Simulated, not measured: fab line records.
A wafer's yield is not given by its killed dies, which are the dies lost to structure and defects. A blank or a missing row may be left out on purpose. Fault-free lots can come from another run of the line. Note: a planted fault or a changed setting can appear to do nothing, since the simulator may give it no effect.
Chamber matching	flow gf180mcu	GF_V5_CVD_00 on hdpcvd-01 has 3 sister chambers
The step deposits SiO2, target thk 300 nm, time 50 s. 3 wafers are shown with their chamber, then 9 later ones without.

== WAFERS PAIRED WITH THEIR CHAMBERS ==
wafer	chamber	run length s (s)
L864.6	1	78.1
L874.2	2	78.5
L874.5	0	79.1

== WAFERS WHOSE CHAMBER IS MISSING ==
wafer	run length s (s)
L875.1	78.0
L875.5	78.1
L875.6	78.2
L876.1	78.1
L876.2	78.4
L876.5	78.4
L878.3	78.4
L878.4	78.6
L878.6	78.3

== WHICH CHAMBER EACH WENT THROUGH ==
wafer	from the rows above	in truth
L875.1	1	1
L875.5	1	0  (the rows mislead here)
L875.6	can't be placed: 1 or 2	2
L876.1	1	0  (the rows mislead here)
L876.2	can't be placed: 2 or 1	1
L876.5	can't be placed: 2 or 1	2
L878.3	can't be placed: 2 or 1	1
L878.4	2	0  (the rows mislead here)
L878.6	can't be placed: 1 or 2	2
1 of 9 placed correctly. From these rows, 5 cannot be placed; in 5 the true chamber is one of the candidates. 3 placed wrongly.
How it was worked out, from the rows above alone: a wafer's distance from a chamber is the root of the sum, over the readings, of the square of ((its reading less the chamber's mean) divided by the reading's scatter). If the next closest chamber is less than 2 further off than the closest, the wafer can't be placed; otherwise it belongs to the closest. The mean given for a chamber averages the wafers shown for that chamber. The scatter: root of mean squared gap, hidden wafer to nearest shown wafer, with one shown wafer a chamber.
